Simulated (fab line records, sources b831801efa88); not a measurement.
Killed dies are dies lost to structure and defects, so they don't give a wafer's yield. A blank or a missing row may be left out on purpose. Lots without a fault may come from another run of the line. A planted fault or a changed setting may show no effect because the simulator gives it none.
Chamber matching | flow gf180mcu | GF_V2_CMP_04 on cmp-01: 4 sister chambers
The step polishes SiO2. 24 wafers are shown with their chamber, then 12 later ones without.

WAFERS WITH THEIR CHAMBER
wafer  | chamber | motor_current_A (A) | time_to_endpoint_s (s)
L076.2 | 2       | 9.9                 | 81
L076.3 | 3       | 9.1                 | 80
L076.4 | 0       | 10.8                | 84
L078.2 | 2       | 9.3                 | 79
L078.3 | 3       | 9.4                 | 82
L078.6 | 1       | 11.5                | 85
L080.1 | 3       | 9.1                 | 80
L080.4 | 1       | 11.3                | 82
L080.6 | 0       | 11.3                | 85
L080.2 | 0       | 11.0                | 80
L080.3 | 2       | 8.8                 | 82
L080.5 | 3       | 9.6                 | 85
L083.1 | 1       | 11.3                | 85
L083.2 | 3       | 9.2                 | 76
L083.3 | 0       | 11.2                | 79
L084.4 | 3       | 8.9                 | 85
L084.5 | 2       | 9.4                 | 84
L084.6 | 3       | 9.3                 | 87
L085.1 | 3       | 9.2                 | 79
L085.2 | 2       | 9.9                 | 78
L085.4 | 0       | 11.2                | 83
L086.2 | 3       | 9.0                 | 73
L086.3 | 2       | 9.6                 | 74
L086.4 | 0       | 11.1                | 81

SIGNATURES (means of the wafers above)
reading            | chamber 0 | chamber 1 | chamber 2 | chamber 3 | scatter within a chamber
motor_current_A    | 11.100    | 11.367    | 9.483     | 9.200     | 0.266
time_to_endpoint_s | 82.00     | 84.00     | 79.67     | 80.78     | 3.6
Rule: a wafer's distance from a chamber is the root of the sum, over the readings, of the square of ((its reading less the chamber's mean) divided by the reading's scatter). The wafer belongs to the nearest chamber; if the next one is less than 2 further off, it can't be placed. The scatter: the root of (the sum of the squares of (reading less its chamber's mean) over the shown wafers, divided by (wafers less chambers)).

WAFERS WITHOUT THEIR CHAMBER
wafer  | motor_current_A (A) | time_to_endpoint_s (s)
L090.1 | 9.5                 | 81
L090.4 | 8.6                 | 84
L090.5 | 11.7                | 89
L092.4 | 11.8                | 81
L092.5 | 11.5                | 78
L092.6 | 12.5                | 82
L094.1 | 9.2                 | 82
L094.2 | 8.7                 | 86
L094.3 | 11.3                | 80
L096.1 | 12.0                | 75
L096.2 | 8.9                 | 77
L096.5 | 11.5                | 73

WHICH CHAMBER EACH WENT THROUGH
wafer  | from the rows above     | in truth
L090.1 | can't be placed: 2 or 3 | 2
L090.4 | can't be placed: 3 or 2 | 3
L090.5 | can't be placed: 1 or 0 | 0
L092.4 | can't be placed: 1 or 0 | 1
L092.5 | can't be placed: 1 or 0 | 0
L092.6 | can't be placed: 1 or 0 | 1
L094.1 | can't be placed: 3 or 2 | 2
L094.2 | can't be placed: 3 or 2 | 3
L094.3 | can't be placed: 0 or 1 | 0
L096.1 | can't be placed: 1 or 0 | 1
L096.2 | can't be placed: 3 or 2 | 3
L096.5 | can't be placed: 0 or 1 | 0
Placed correctly: 0 of 12. Can't be placed from these rows: 12 (the true chamber is among the candidates in 12). Placed wrongly: 0.
